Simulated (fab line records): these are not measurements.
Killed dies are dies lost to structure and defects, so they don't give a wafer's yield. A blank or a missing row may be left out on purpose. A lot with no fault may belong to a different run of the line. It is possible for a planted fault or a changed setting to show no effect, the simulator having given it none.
Matching of chambers -- flow sky130 -- SKY_FIELD_ISO_CMP_27 on cmp-01 has 4 sister chambers
The step polishes, stops on Si3N4, t overpolish 16 s, target thk 457.8 nm. 22 wafers are shown with their chamber, then 11 later ones without.

## WAFERS, EACH WITH ITS CHAMBER
wafer,chamber,motorCurrentA (A),timeToEndpointS (s),overpolishRunS (s)
L080.3,0,12.3,117,16.000
L080.5,2,12.1,119,16.001
L080.6,1,11.9,105,15.997
L081.1,2,12.2,123,15.987
L081.3,1,11.4,111,16.019
L081.5,0,12.1,122,16.014
L082.1,0,12.2,116,16.007
L082.3,2,11.4,119,16.006
L082.6,3,14.8,116,16.005
L083.1,1,11.1,111,15.988
L083.2,0,13.3,119,16.012
L083.6,3,15.1,119,16.019
L086.1,0,12.8,115,16.019
L086.3,1,12.0,109,16.021
L086.6,1,11.4,111,15.990
L088.2,3,14.9,115,15.994
L088.5,0,12.6,111,15.994
L088.6,1,11.4,107,16.002
L091.1,0,12.4,113,15.999
L091.2,2,11.8,124,15.997
L091.5,1,11.5,111,15.989
L092.1,1,12.1,105,15.994

SIGNATURES (averages over the wafers above)
reading,chamber 0,chamber 1,chamber 2,chamber 3,scatter within a chamber
motorCurrentA,12.529,11.600,11.875,14.933,0.361
timeToEndpointS,116.14,108.75,121.25,116.67,3
overpolishRunS,16.00643,16.00000,15.99775,16.00600,0.0111
Rule: distance of a wafer from a chamber = root of the sum over the readings of ((wafer's reading minus chamber's mean) / reading's scatter) squared. If the next closest chamber is less than 2 further off than the closest, the wafer can't be placed; otherwise it belongs to the closest. How the scatter is found: for the shown wafers, subtract from each reading the mean of its chamber, square and add these, divide the total by (wafers less chambers), then take the root.

## WAFERS WHOSE CHAMBER IS MISSING
wafer,motorCurrentA (A),timeToEndpointS (s),overpolishRunS (s)
L092.3,14.6,109,16.024
L092.6,12.2,113,15.990
L093.1,13.0,111,16.006
L093.3,13.8,110,15.990
L093.4,11.8,118,15.987
L094.3,12.5,113,16.006
L094.4,12.2,104,16.004
L094.6,14.7,110,15.996
L097.3,12.3,113,16.011
L097.5,16.0,115,16.008
L097.6,11.9,119,16.006

## THE CHAMBER EACH PASSED THROUGH
wafer,from the rows above,in truth
L092.3,3,3
L092.6,can't be placed: 0 or 1 or 2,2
L093.1,can't be placed: 0 or 1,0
L093.3,can't be placed: 3 or 0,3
L093.4,can't be placed: 2 or 0 or 1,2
L094.3,can't be placed: 0 or 1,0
L094.4,can't be placed: 1 or 0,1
L094.6,3,3
L097.3,can't be placed: 0 or 1 or 2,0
L097.5,3,3
L097.6,can't be placed: 2 or 0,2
Placed correctly: 3 of 11. Cannot be placed on the basis of these rows: 8; the candidates contain the true chamber in 8. Number placed wrongly: 0.
